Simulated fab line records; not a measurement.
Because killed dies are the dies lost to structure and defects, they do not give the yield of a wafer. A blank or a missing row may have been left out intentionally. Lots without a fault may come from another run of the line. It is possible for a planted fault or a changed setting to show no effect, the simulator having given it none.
Which tool was responsible? :: flow sky130 :: Sampling: 13 lots, 39 wafers, 3 of 708 route steps

WHAT EACH GAUGE READ, for each wafer
SKY_VIA2_RS_MEAS_22: the measuring method here is four-point-probe. Usual: VIA2_W_RS 0.270 ohm/sq, standard deviation 0.0049.
lot: L636
measured: day 36 09:47
on: film-metro-02
VIA2_W_RS (ohm/sq): 0.269 0.266 0.267
flag: 

lot: L637
measured: day 36 15:38
on: film-metro-02
VIA2_W_RS (ohm/sq): 0.269 0.265 0.268
flag: 

lot: L640
measured: day 38 00:26
on: film-metro-01
VIA2_W_RS (ohm/sq): 0.263 0.266 0.262
flag: 

lot: L641
measured: day 38 06:16
on: film-metro-01
VIA2_W_RS (ohm/sq): 0.269 0.278 0.273
flag: 

lot: L642
measured: day 38 09:23
on: film-metro-01
VIA2_W_RS (ohm/sq): 0.270 0.270 0.266
flag: 

lot: L643
measured: day 38 13:02
on: film-metro-03
VIA2_W_RS (ohm/sq): 0.273 0.274 0.268
flag: 

lot: L644
measured: day 38 20:17
on: film-metro-03
VIA2_W_RS (ohm/sq): 0.265 0.265 0.268
flag: 

lot: L645
measured: day 39 04:39
on: film-metro-03
VIA2_W_RS (ohm/sq): 0.268 0.272 0.269
flag: 

lot: L646
measured: day 39 06:13
on: film-metro-01
VIA2_W_RS (ohm/sq): 0.282 0.270 0.267
flag: 

lot: L647
measured: day 40 00:06
on: film-metro-02
VIA2_W_RS (ohm/sq): 0.270 0.269 0.273
flag: 

lot: L648
measured: day 40 09:18
on: film-metro-01
VIA2_W_RS (ohm/sq): 0.269 0.268 0.275
flag: 

lot: L650
measured: day 40 15:11
on: film-metro-01
VIA2_W_RS (ohm/sq): 0.271 0.272 0.273
flag: 

lot: L653
measured: day 41 06:44
on: film-metro-02
VIA2_W_RS (ohm/sq): 0.280 0.281 0.278
flag: 

WHICH TOOL RAN EACH LOT (tool, then ch and the chambers of the sampled wafers, then the start)
lot: L636
SKY_LI_CONTACT_PRE_CLEAN_18: pvd-sputter-02, day 29 05:33
SKY_METAL2_DESCUM_17: rie-metal-01 ch 0,1, day 35 04:53

lot: L637
SKY_LI_CONTACT_PRE_CLEAN_18: pvd-sputter-04, day 29 12:13
SKY_METAL2_DESCUM_17: rie-metal-04 ch 0,1, day 35 10:56

lot: L640
SKY_LI_CONTACT_PRE_CLEAN_18: pvd-sputter-04, day 30 22:52
SKY_METAL2_DESCUM_17: rie-metal-04 ch 1, day 36 20:26

lot: L641
SKY_LI_CONTACT_PRE_CLEAN_18: pvd-sputter-03, day 31 06:20
SKY_METAL2_DESCUM_17: rie-metal-02 ch 0,1, day 37 02:35

lot: L642
SKY_LI_CONTACT_PRE_CLEAN_18: pvd-sputter-03, day 31 07:35
SKY_METAL2_DESCUM_17: rie-metal-01 ch 0,1, day 37 04:49

lot: L643
SKY_LI_CONTACT_PRE_CLEAN_18: pvd-sputter-03, day 31 12:17
SKY_METAL2_DESCUM_17: rie-metal-04 ch 1, day 37 09:01

lot: L644
SKY_LI_CONTACT_PRE_CLEAN_18: pvd-sputter-04, day 31 18:32
SKY_METAL2_DESCUM_17: rie-metal-01 ch 0,1, day 37 15:59

lot: L645
SKY_LI_CONTACT_PRE_CLEAN_18: pvd-sputter-03, day 32 05:29
SKY_METAL2_DESCUM_17: rie-metal-02 ch 0,1, day 38 00:41

lot: L646
SKY_LI_CONTACT_PRE_CLEAN_18: pvd-sputter-04, day 32 07:15
SKY_METAL2_DESCUM_17: rie-metal-04 ch 0,1, day 38 02:00

lot: L647
SKY_LI_CONTACT_PRE_CLEAN_18: pvd-sputter-02, day 33 04:08
SKY_METAL2_DESCUM_17: rie-metal-04 ch 0, day 38 21:20

lot: L648
SKY_LI_CONTACT_PRE_CLEAN_18: pvd-sputter-02, day 33 12:08
SKY_METAL2_DESCUM_17: rie-metal-04 ch 0,1, day 39 06:21

lot: L650
SKY_LI_CONTACT_PRE_CLEAN_18: pvd-sputter-04, day 33 19:20
SKY_METAL2_DESCUM_17: rie-metal-01 ch 0,1, day 39 12:59

lot: L653
SKY_LI_CONTACT_PRE_CLEAN_18: pvd-sputter-04, day 34 14:14
SKY_METAL2_DESCUM_17: rie-metal-04 ch 0,1, day 40 04:35
- SKY_LI_CONTACT_PRE_CLEAN_18: time 5.6 s.
- SKY_METAL2_DESCUM_17: chemistry O2, time 8 s.

WHAT THE TOOLS THEMSELVES READ (means of the sampled wafers that have a number; where no wafer has one, the mark that the record gives instead)
SKY_METAL2_DESCUM_17. Usual: drypump-motor-current-A 5.5 A, standard deviation 0.31; oes-product-au 1.003 a.u., standard deviation 0.012.
lot: L636
tool: rie-metal-01
drypump-motor-current-A (A): 5.8
oes-product-au (a.u.): 1.005
flag: 

lot: L637
tool: rie-metal-04
drypump-motor-current-A (A): 5.5
oes-product-au (a.u.): 1.003
flag: 

lot: L640
tool: rie-metal-04
drypump-motor-current-A (A): 5.5
oes-product-au (a.u.): 1.019
flag: 

lot: L641
tool: rie-metal-02
drypump-motor-current-A (A): 5.6
oes-product-au (a.u.): 1.009
flag: 

lot: L642
tool: rie-metal-01
drypump-motor-current-A (A): 5.8
oes-product-au (a.u.): 1.001
flag: 

lot: L643
tool: rie-metal-04
drypump-motor-current-A (A): 5.5
oes-product-au (a.u.): 1.009
flag: 

lot: L644
tool: rie-metal-01
drypump-motor-current-A (A): 5.4
oes-product-au (a.u.): 1.004
flag: 

lot: L645
tool: rie-metal-02
drypump-motor-current-A (A): 5.4
oes-product-au (a.u.): 0.991
flag: 

lot: L646
tool: rie-metal-04
drypump-motor-current-A (A): 5.5
oes-product-au (a.u.): 0.998
flag: 

lot: L647
tool: rie-metal-04
drypump-motor-current-A (A): 5.5
oes-product-au (a.u.): 0.998
flag: 

lot: L648
tool: rie-metal-04
drypump-motor-current-A (A): 5.5
oes-product-au (a.u.): 1.004
flag: 

lot: L650
tool: rie-metal-01
drypump-motor-current-A (A): 5.8
oes-product-au (a.u.): 0.995
flag: 

lot: L653
tool: rie-metal-04
drypump-motor-current-A (A): 5.5
oes-product-au (a.u.): 1.004
flag: 

THE ANSWER, worked out from the rows above alone
Rule: a lot is off if the mean of its wafers that have a number lies more than 3 standard deviations from the usual mean. Also off: a lot with no number at a reading for which 4 or more lots have one. Any other lot the step has rows for is counted as sound. The gauges are gone through in route order, then the tools' own readings, and for those a lot's mean is taken as printed above. At the first step where some lot is off, the reading lying furthest off is the one used; lots without a number count as furthest.
Across all readings shown, no lot is off: no conclusion can be drawn from this.

WHAT WAS PUT IN BY THE SIMULATOR
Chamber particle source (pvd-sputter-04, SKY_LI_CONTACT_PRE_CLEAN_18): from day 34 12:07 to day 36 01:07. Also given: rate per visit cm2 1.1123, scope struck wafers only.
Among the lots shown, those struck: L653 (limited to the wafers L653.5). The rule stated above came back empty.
